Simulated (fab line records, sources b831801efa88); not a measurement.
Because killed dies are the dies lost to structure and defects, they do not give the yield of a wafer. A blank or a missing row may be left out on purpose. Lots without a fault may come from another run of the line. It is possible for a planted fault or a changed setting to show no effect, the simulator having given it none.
fab line records + flow sky130
[record]
- lots = 12
- wafers = 36
- last_day = 50
route steps=708 shown POLY_GATE@234 LDD_LDN@296 LI_CONTACT@377
lots untouched by any fault: they come from a run of this same line in which no faults occurred
start_h: hours from the record's opening day to when the first of the lot's shown wafers began + wait_h: hours from the lot's prior step to this one + " identical to the entry in the row above + L1.1+2: one row covering several wafers at once + - no value, or no start given + * or withheld: withheld + < > ~ a bound
route shown NAME@n: a module of which the file shows steps, and the number in the route of the first + usual: mean/standard deviation of fault-free wafers + same: alike in all rows + chamber/n: place in a boat + sites: the reading at each site + _std_site: their standard deviation + _edge_site: the outer-site mean with the inner-site mean subtracted + radius_mm: for every site, how far away it sits from the centre of the wafer + mask NAME#n: copy n + behind: the tool/chamber that last shaped the wafer + hold: why the lot was held/for how many hours/how that ended + device: which transistor (n, p or np) failed to switch + end of line: the tests these same wafers got at the end of their route + a step without rows: its recipe alone + killed: not the wafer's yield, but the dies lost to structure and defects at the first sort + map: shows each die of a wafer: x if killed, . if not, _ if none is there
set.NAME: the setting that was run; set.NAME@STEP: the one run at that earlier step + model.NAME: the simulator's own value behind a step, which no gauge read
a sample of lots followed through the steps of the route, with each step as a table and each wafer as a row
services: the hour from which a tool's chamber was out of use, counted from the record's first day as start_h (under 0 if before that day), plus the number of hours and why
[[steps]]
[step SKY_POLY_GATE_OXIDATION_20]
[recipe]
- temp_c = 850
- ambient = O2
- stabilise_s = 600
- purge_s = 300
- target_thk_a = 40
- ox_time_s = 899
[usual]
- spike_tc_bottom_C = 867.8/1.3
- spike_tc_centre_C = 850.9/1
- spike_tc_lower_C = 850.7/1
- spike_tc_top_C = 865.2/1.5
- spike_tc_upper_C = 852.0/1
- tube_center_temp_C = 850/0.07
- tube_center_temp_C_max = 852.2/0.34
- zone_power_bottom_pct = 24.2/0.65
- zone_power_centre_pct = 16.56/0.2
- zone_power_upper_pct = 17.6/0.3
| lot.wafer | tool       | chamber | start_h | wait_h | spike_tc_bottom_C | spike_tc_centre_C | spike_tc_lower_C | spike_tc_top_C | spike_tc_upper_C | tube_center_temp_C | tube_center_temp_C_max | zone_power_bottom_pct | zone_power_centre_pct | zone_power_upper_pct |
|-----------|------------|---------|---------|--------|-------------------|-------------------|------------------|----------------|------------------|--------------------|------------------------|-----------------------|-----------------------|----------------------|
| L471.1    | furnace-02 | 0       | 373.38  | 1.4    | 867.9             | 848.0             | 852.0            | 863.9          | 850.6            | 849.99             | 852.3                  | 23.2                  | 16.78                 | 17.3                 |
| L471.3    | "          | 0       | "       | "      | 869.3             | 850.1             | 850.9            | 864.2          | 851.3            | 850.09             | 852.0                  | 23.1                  | 16.70                 | 17.3                 |
| L471.5    | "          | 0       | "       | "      | 868.7             | 850.8             | 851.0            | 863.9          | 851.1            | 849.91             | 851.8                  | 22.7                  | 16.83                 | 17.2                 |
| L472.1    | furnace-01 | 0       | 382.57  | 1.0    | 868.3             | 851.8             | 851.4            | 866.8          | 852.1            | 849.99             | 851.7                  | 24.6                  | 16.27                 | 17.9                 |
| L472.4    | "          | 0       | "       | "      | 866.4             | 852.9             | 852.2            | 866.2          | 853.3            | 849.97             | 851.9                  | 24.8                  | 16.30                 | 17.8                 |
| L472.6    | "          | 0       | "       | "      | 867.3             | 850.8             | 852.3            | 865.4          | 851.7            | 849.96             | 852.0                  | 24.6                  | 16.58                 | 17.8                 |
| L475.1    | furnace-01 | 0       | 405.65  | 1.2    | 866.9             | 850.5             | 851.1            | 865.3          | 851.3            | 850.05             | 851.8                  | 24.6                  | 16.31                 | 17.5                 |
| L475.2    | "          | 0       | "       | "      | 867.4             | 851.3             | 849.9            | 866.6          | 851.4            | 849.99             | 852.1                  | 24.5                  | 16.49                 | 17.7                 |
| L475.6    | "          | 0       | "       | "      | 868.8             | 850.5             | 851.0            | 864.9          | 850.9            | 850                | 851.8                  | 24.8                  | 16.26                 | 17.8                 |
| L476.1    | furnace-01 | 0       | 416.69  | 0.4    | 868.7             | 850.9             | 850.1            | 866.7          | 851.9            | 849.89             | 852.1                  | 24.7                  | 16.17                 | 17.7                 |
| L476.2    | "          | 0       | "       | "      | 865.9             | 852.2             | 850.4            | 866.2          | 850.9            | 849.99             | 852.5                  | 24.2                  | 16.55                 | 17.7                 |
| L476.4    | "          | 0       | "       | "      | 868.9             | 851.9             | 852.7            | 864.4          | 853.2            | 850.06             | 851.8                  | 24.0                  | 16.79                 | 17.9                 |
| L478.1    | furnace-01 | 0       | 444.49  | 0.7    | 869.0             | 850.8             | 849.2            | 866.8          | 852.6            | 850.14             | 851.9                  | 24.8                  | 16.09                 | 17.8                 |
| L478.3    | "          | 0       | "       | "      | 866.4             | 851.3             | 852.0            | 864.7          | 852.1            | 849.93             | 852.0                  | 24.9                  | 16.56                 | 17.8                 |
| L478.5    | "          | 0       | "       | "      | 867.7             | 852.3             | 849.9            | 866.6          | 852.2            | 849.95             | 852.3                  | 24.3                  | 16.36                 | 17.9                 |
| L479.4    | furnace-01 | 0       | 448.33  | 0.4    | 865.6             | 851.7             | 850.6            | 867.2          | 851.3            | 849.99             | 852.4                  | 24.4                  | 16.37                 | 17.6                 |
| L479.5    | "          | 0       | "       | "      | 867.3             | 850.7             | 850.8            | 865.9          | 850.8            | 849.97             | 852.0                  | 24.8                  | 16.08                 | 17.7                 |
| L479.6    | "          | 0       | "       | "      | 866.6             | 851.5             | 850.0            | 866.8          | 851.4            | 850.05             | 852.0                  | 24.5                  | 16.55                 | 17.6                 |
| L484.4    | furnace-01 | 0       | 491.44  | 0.0    | 901.9             | 884.4             | 888.3            | 900.2          | 887.4            | 884.71             | 887.1                  | 26.5                  | 18.04                 | 19.4                 |
| L484.5    | "          | 0       | "       | "      | 901.7             | 886.2             | 884.7            | 900.6          | 887.0            | 884.73             | 887.2                  | 26.3                  | 17.73                 | 19.2                 |
| L484.6    | "          | 0       | "       | "      | 901.3             | 884.8             | 885.8            | 901.4          | 887.0            | 884.68             | 886.9                  | 26.7                  | 17.91                 | 19.2                 |
| L485.1    | furnace-01 | 0       | 499.57  | 0.0    | 901.6             | 886.5             | 886.4            | 900.3          | 886.5            | 884.67             | 886.8                  | 26.7                  | 17.60                 | 19.2                 |
| L485.3    | "          | 0       | "       | "      | 900.9             | 883.9             | 884.7            | 899.1          | 886.0            | 884.67             | 886.9                  | 27.0                  | 17.86                 | 19.3                 |
| L485.6    | "          | 0       | "       | "      | 900.4             | 885.4             | 886.7            | 899.2          | 886.5            | 884.68             | 888.2                  | 26.6                  | 17.54                 | 19.3                 |
| L490.3    | furnace-02 | 0       | 539.29  | 0.0    | 870.3             | 850.2             | 852.4            | 863.1          | 851.8            | 849.93             | 851.8                  | 23.6                  | 16.84                 | 17.1                 |
| L490.4    | "          | 0       | "       | "      | 869.9             | 851.1             | 848.9            | 861.5          | 851.2            | 850.1              | 852.2                  | 23.2                  | 16.83                 | 17.5                 |
| L490.6    | "          | 0       | "       | "      | 869.0             | 851.2             | 849.0            | 863.4          | 853.8            | 850                | 852.5                  | 22.8                  | 16.66                 | 17.0                 |
| L492.1    | furnace-02 | 0       | 561.95  | 0.0    | 868.1             | 850.9             | 849.7            | 865.1          | 851.8            | 849.99             | 852.0                  | 23.4                  | 16.79                 | 17.3                 |
| L492.4    | "          | 0       | "       | "      | 868.2             | 850.8             | 850.8            | 863.0          | 851.3            | 850.07             | 852.8                  | 23.4                  | 16.88                 | 17.5                 |
| L492.6    | "          | 0       | "       | "      | 869.2             | 851.6             | 851.5            | 865.3          | 850.9            | 850.06             | 852.3                  | 23.1                  | 16.83                 | 17.2                 |
| L493.1    | furnace-01 | 0       | 575.93  | 0.0    | 867.6             | 851.0             | 849.6            | 866.8          | 852.0            | 849.95             | 851.8                  | 24.5                  | 16.72                 | 17.6                 |
| L493.5    | "          | 0       | "       | "      | 869.4             | 850.8             | 850.4            | 864.4          | 851.7            | 850.08             | 852.0                  | 25.0                  | 16.63                 | 17.6                 |
| L493.6    | "          | 0       | "       | "      | 866.9             | 850.3             | 849.5            | 867.9          | 850.7            | 849.92             | 851.9                  | 24.8                  | 16.47                 | 17.9                 |
| L494.3    | furnace-02 | 0       | 586.75  | 1.0    | 869.1             | 850.3             | 850.1            | 862.6          | 849.9            | 850.07             | 851.8                  | 22.9                  | 16.58                 | 17.4                 |
| L494.4    | "          | 0       | "       | "      | 868.2             | 851.6             | 850.0            | 863.1          | 850.9            | 850.02             | 851.8                  | 23.1                  | 16.63                 | 17.3                 |
| L494.5    | "          | 0       | "       | "      | 870.0             | 850.6             | 849.8            | 863.0          | 851.3            | 850.02             | 852.2                  | 22.8                  | 16.68                 | 17.4                 |
[step SKY_POLY_GATE_THK_MEAS_21]
[recipe]
- reads = SiO2_of_POLY_GATE_OXIDATION_20
[usual]
- POLY_GATE_OXIDATION_THK = 4.02/0.076
| lot.wafer | tool          | chamber | start_h | wait_h | POLY_GATE_OXIDATION_THK[nm] |
|-----------|---------------|---------|---------|--------|-----------------------------|
| L471.1    | film_metro-03 | -       | 374.63  | 0.0    | 3.89                        |
| L471.3    | "             | -       | "       | "      | 3.91                        |
| L471.5    | "             | -       | "       | "      | 3.98                        |
| L472.1    | film_metro-01 | -       | 383.82  | 0.0    | 4.02                        |
| L472.4    | "             | -       | "       | "      | 3.99                        |
| L472.6    | "             | -       | "       | "      | 4.11                        |
| L475.1    | film_metro-02 | -       | 406.90  | 0.0    | 4.08                        |
| L475.2    | "             | -       | "       | "      | 4.08                        |
| L475.6    | "             | -       | "       | "      | 4.06                        |
| L476.1    | film_metro-02 | -       | 417.94  | 0.0    | 3.96                        |
| L476.2    | "             | -       | "       | "      | 4.06                        |
| L476.4    | "             | -       | "       | "      | 4.05                        |
| L478.1    | film_metro-03 | -       | 445.74  | 0.0    | 4.03                        |
| L478.3    | "             | -       | "       | "      | 4.07                        |
| L478.5    | "             | -       | "       | "      | 4.05                        |
| L479.4    | film_metro-03 | -       | 449.61  | 0.0    | 4.19                        |
| L479.5    | "             | -       | "       | "      | 4.11                        |
| L479.6    | "             | -       | "       | "      | 4.10                        |
| L484.4    | film_metro-03 | -       | 492.72  | 0.0    | 6.00                        |
| L484.5    | "             | -       | "       | "      | 6.06                        |
| L484.6    | "             | -       | "       | "      | 6.09                        |
| L485.1    | film_metro-01 | -       | 500.82  | 0.0    | 6.11                        |
| L485.3    | "             | -       | "       | "      | 6.10                        |
| L485.6    | "             | -       | "       | "      | 6.18                        |
| L490.3    | film_metro-03 | -       | 540.56  | 0.0    | 3.98                        |
| L490.4    | "             | -       | "       | "      | 3.99                        |
| L490.6    | "             | -       | "       | "      | 3.99                        |
| L492.1    | film_metro-03 | -       | 563.20  | 0.0    | 4.06                        |
| L492.4    | "             | -       | "       | "      | 4.09                        |
| L492.6    | "             | -       | "       | "      | 4.04                        |
| L493.1    | film_metro-02 | -       | 577.18  | 0.0    | 3.83                        |
| L493.5    | "             | -       | "       | "      | 3.84                        |
| L493.6    | "             | -       | "       | "      | 3.91                        |
| L494.3    | film_metro-01 | -       | 588.02  | 0.0    | 3.97                        |
| L494.4    | "             | -       | "       | "      | 3.85                        |
| L494.5    | "             | -       | "       | "      | 3.92                        |
[step SKY_LDD_LDN_OVL_MEAS_07]
[usual]
- LDD_LDN_OVL = -0.1/1.4
| lot.wafer | tool       | chamber | start_h | wait_h | LDD_LDN_OVL[nm] |
|-----------|------------|---------|---------|--------|-----------------|
| L471.1    | overlay-01 | -       | 526.49  | 0.1    | 0.3             |
| L471.3    | "          | -       | "       | "      | 0.9             |
| L471.5    | "          | -       | "       | "      | 0.1             |
| L472.1    | overlay-02 | -       | 536.30  | 0.1    | -1.8            |
| L472.4    | "          | -       | "       | "      | -1.8            |
| L472.6    | "          | -       | "       | "      | -2.9            |
| L475.1    | overlay-02 | -       | 560.35  | 0.1    | -0.1            |
| L475.2    | "          | -       | "       | "      | -0.7            |
| L475.6    | "          | -       | "       | "      | 0.0             |
| L476.1    | overlay-02 | -       | 572.55  | 0.1    | 0.3             |
| L476.2    | "          | -       | "       | "      | -1.4            |
| L476.4    | "          | -       | "       | "      | -1.0            |
| L478.1    | overlay-01 | -       | 597.99  | 0.1    | -1.4            |
| L478.3    | "          | -       | "       | "      | -2.2            |
| L478.5    | "          | -       | "       | "      | 0.0             |
| L479.4    | overlay-01 | -       | 601.25  | 0.1    | 1.0             |
| L479.5    | "          | -       | "       | "      | 1.6             |
| L479.6    | "          | -       | "       | "      | 2.1             |
| L484.4    | overlay-01 | -       | 643.31  | 0.1    | 0.1             |
| L484.5    | "          | -       | "       | "      | -1.0            |
| L484.6    | "          | -       | "       | "      | 0.2             |
| L485.1    | overlay-01 | -       | 650.08  | 0.1    | 0.6             |
| L485.3    | "          | -       | "       | "      | 0.0             |
| L485.6    | "          | -       | "       | "      | 0.0             |
| L490.3    | overlay-01 | -       | 686.40  | 0.1    | 0.8             |
| L490.4    | "          | -       | "       | "      | 0.1             |
| L490.6    | "          | -       | "       | "      | 0.2             |
| L492.1    | overlay-01 | -       | 707.99  | 0.1    | -0.8            |
| L492.4    | "          | -       | "       | "      | 0.2             |
| L492.6    | "          | -       | "       | "      | 1.1             |
| L493.1    | overlay-01 | -       | 722.35  | 0.1    | 1.4             |
| L493.5    | "          | -       | "       | "      | 1.0             |
| L493.6    | "          | -       | "       | "      | 1.1             |
| L494.3    | overlay-01 | -       | 731.44  | 0.1    | -0.1            |
| L494.4    | "          | -       | "       | "      | -0.9            |
| L494.5    | "          | -       | "       | "      | -0.6            |
[step SKY_LI_CONTACT_ETCH_15]
[recipe]
- target = PSG
- chemistry = C4F8/O2/Ar
- stop_on = Si
- taper_deg = 4.15
- mask_material = KrF-thick
- source_w = 1500
- bias_w = 1200
- pressure_mtorr = 40
- c4f8_flow_sccm = withheld
- O2_flow_sccm = 6
- Ar_flow_sccm = 300
- time_s = withheld
- target_depth_a = 6000
[usual]
- oes_product_au = 0.837/0.0045
| lot.wafer | tool        | chamber | start_h | wait_h | oes_product_au |
|-----------|-------------|---------|---------|--------|----------------|
| L471.1    | rie_diel-01 | 2       | 678.13  | 0.0    | 0.827          |
| L471.3    | "           | 1       | "       | "      | 0.840          |
| L471.5    | "           | 0       | "       | "      | 0.839          |
| L472.1    | rie_diel-01 | 3       | 686.78  | 0.0    | 0.834          |
| L472.4    | "           | 0       | "       | "      | 0.843          |
| L472.6    | "           | 2       | "       | "      | 0.832          |
| L475.1    | rie_diel-01 | 3       | 710.68  | 0.0    | 0.834          |
| L475.2    | "           | 2       | "       | "      | 0.839          |
| L475.6    | "           | 1       | "       | "      | 0.830          |
| L476.1    | rie_diel-04 | 3       | 721.95  | 0.0    | 0.841          |
| L476.2    | "           | 1       | "       | "      | 0.833          |
| L476.4    | "           | 2       | "       | "      | 0.833          |
| L478.1    | rie_diel-02 | 2       | 746.10  | 0.0    | 0.834          |
| L478.3    | "           | 3       | "       | "      | 0.843          |
| L478.5    | "           | 2       | "       | "      | 0.836          |
| L479.4    | rie_diel-02 | 1       | 749.05  | 0.0    | 0.829          |
| L479.5    | "           | 1       | "       | "      | 0.839          |
| L479.6    | "           | 0       | "       | "      | 0.830          |
| L484.4    | rie_diel-02 | 1       | 787.70  | 0.0    | 0.837          |
| L484.5    | "           | 0       | "       | "      | 0.836          |
| L484.6    | "           | 1       | "       | "      | 0.841          |
| L485.1    | rie_diel-04 | 2       | 791.39  | 0.0    | 0.838          |
| L485.3    | "           | 3       | "       | "      | 0.830          |
| L485.6    | "           | 1       | "       | "      | 0.832          |
| L490.3    | rie_diel-01 | 3       | 829.15  | 0.0    | 0.835          |
| L490.4    | "           | 1       | "       | "      | 0.842          |
| L490.6    | "           | 2       | "       | "      | 0.831          |
| L492.1    | rie_diel-04 | 0       | 846.58  | 0.0    | 0.839          |
| L492.4    | "           | 3       | "       | "      | 0.841          |
| L492.6    | "           | 1       | "       | "      | 0.839          |
| L493.1    | rie_diel-01 | 2       | 860.60  | 0.0    | 0.839          |
| L493.5    | "           | 3       | "       | "      | 0.839          |
| L493.6    | "           | 2       | "       | "      | 0.832          |
| L494.3    | rie_diel-01 | 2       | 867.84  | 0.0    | 0.838          |
| L494.4    | "           | 0       | "       | "      | 0.839          |
| L494.5    | "           | 2       | "       | "      | 0.843          |
[step SKY_LI_CONTACT_CVD_21]
[recipe]
- material = W
- target_thk_nm = 400
- time_s = 120.56
- temp_c = 400
- pressure_torr = 40
[usual]
- heater_power_w = 821/100
[same]
- time_s = 120.56
| lot.wafer | tool     | chamber | start_h | wait_h | heater_power_w |
|-----------|----------|---------|---------|--------|----------------|
| L471.1    | cvd_w-01 | 0       | 678.64  | 0.0    | 896            |
| L471.3    | "        | 1       | "       | "      | 713            |
| L471.5    | "        | 0       | "       | "      | 924            |
| L472.1    | cvd_w-01 | 1       | 687.31  | 0.0    | 690            |
| L472.4    | "        | 0       | "       | "      | 956            |
| L472.6    | "        | 1       | "       | "      | 718            |
| L475.1    | cvd_w-01 | 0       | 711.21  | 0.0    | 898            |
| L475.2    | "        | 1       | "       | "      | 706            |
| L475.6    | "        | 1       | "       | "      | 697            |
| L476.1    | cvd_w-01 | 0       | 722.48  | 0.0    | 907            |
| L476.2    | "        | 1       | "       | "      | 696            |
| L476.4    | "        | 1       | "       | "      | 685            |
| L478.1    | cvd_w-02 | 1       | 746.79  | 0.0    | 757            |
| L478.3    | "        | 0       | "       | "      | 905            |
| L478.5    | "        | 0       | "       | "      | 938            |
| L479.4    | cvd_w-02 | 0       | 749.61  | 0.1    | 915            |
| L479.5    | "        | 0       | "       | "      | 911            |
| L479.6    | "        | 1       | "       | "      | 759            |
| L484.4    | cvd_w-01 | 1       | 788.26  | 0.1    | 701            |
| L484.5    | "        | 0       | "       | "      | 904            |
| L484.6    | "        | 1       | "       | "      | 699            |
| L485.1    | cvd_w-02 | 0       | 791.92  | 0.0    | 906            |
| L485.3    | "        | 0       | "       | "      | 934            |
| L485.6    | "        | 0       | "       | "      | 923            |
| L490.3    | cvd_w-01 | 0       | 829.71  | 0.1    | 925            |
| L490.4    | "        | 1       | "       | "      | 717            |
| L490.6    | "        | 1       | "       | "      | 709            |
| L492.1    | cvd_w-01 | 1       | 847.10  | 0.0    | 700            |
| L492.4    | "        | 1       | "       | "      | 697            |
| L492.6    | "        | 1       | "       | "      | 708            |
| L493.1    | cvd_w-02 | 1       | 861.12  | 0.0    | 753            |
| L493.5    | "        | 0       | "       | "      | 891            |
| L493.6    | "        | 1       | "       | "      | 746            |
| L494.3    | cvd_w-02 | 1       | 868.57  | 0.1    | 744            |
| L494.4    | "        | 0       | "       | "      | 932            |
| L494.5    | "        | 0       | "       | "      | 946            |
[[services]]
| tool        | chamber | start_h | hours | kind   |
|-------------|---------|---------|-------|--------|
| furnace-01  | -       | 367.70  | 3.7   | pm     |
| cvd_w-01    | -       | 368.28  | 1.4   | repair |
| cvd_w-01    | -       | 390.00  | 14.0  | pm     |
| rie_diel-01 | -       | 413.18  | 2.8   | pm     |
| cvd_w-01    | 0       | 421.07  | 8.8   | repair |
| rie_diel-01 | 2       | 435.89  | 7.2   | repair |
| rie_diel-01 | 0       | 442.65  | 9.2   | repair |
| cvd_w-01    | -       | 460.17  | 1.4   | repair |
| cvd_w-01    | -       | 462.30  | 1.4   | repair |
| rie_diel-01 | -       | 494.05  | 0.4   | repair |
| furnace-01  | -       | 501.24  | 3.8   | pm     |
| rie_diel-01 | 1       | 521.16  | 13.9  | repair |
| furnace-01  | -       | 534.43  | 4.1   | pm     |
| rie_diel-01 | 3       | 538.70  | 1.2   | repair |
| cvd_w-01    | 0       | 574.12  | 3.3   | repair |
| rie_diel-01 | 3       | 611.26  | 4.2   | repair |
| furnace-01  | -       | 617.87  | 5.5   | pm     |
| cvd_w-01    | -       | 623.62  | 6.9   | pm     |
| rie_diel-01 | 1       | 694.27  | 5.4   | repair |
| furnace-01  | -       | 702.43  | 3.0   | pm     |
| rie_diel-01 | -       | 778.92  | 14.6  | pm     |
| furnace-01  | -       | 783.39  | 3.2   | pm     |
| rie_diel-01 | -       | 810.07  | 4.3   | pm     |
| rie_diel-01 | 2       | 835.60  | 8.4   | repair |
[[key]]
[first_sign]
- step = SKY_POLY_GATE_OXIDATION_20
- reading = tube_center_temp_C
- direction = up
- sigmas = 99+
- usual = *
- struck = *
[effect]
- step = SKY_POLY_GATE_OXIDATION_20
- reading = tube_center_temp_C_max
- direction = up
- sigmas = 99+
- usual = *
- struck = *
[effect]
- step = SKY_POLY_GATE_THK_MEAS_21
- reading = POLY_GATE_OXIDATION_THK
- direction = up
- sigmas = 27
- usual = 4.02
- struck = 6.09
met_at SKY_POLY_GATE_OXIDATION_20
struck_lots L484,L485
tester_left_out L484,L485
not_acting_at SKY_LDD_LDN_OVL_MEAS_07,SKY_LI_CONTACT_ETCH_15,SKY_LI_CONTACT_CVD_21
onset_between 448.33 491.44
[fault]
- kind = process_parameter_drift
- tool = furnace-01
- chamber = -
- onset_h = 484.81
- steps = SKY_POLY_GATE_OXIDATION_20
- channel = temp_c
- offset = *
- shape = step
- end_h = 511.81
- acts_in = *
- stated = *
// tester_left_out: of these lots the tester's yield and bins aren't shown, on N5 and GAA mostly nor the transistor test; their killed dies are dies lost to structure and defects alone, not to doping, threshold or leakage, so they don't give the yield
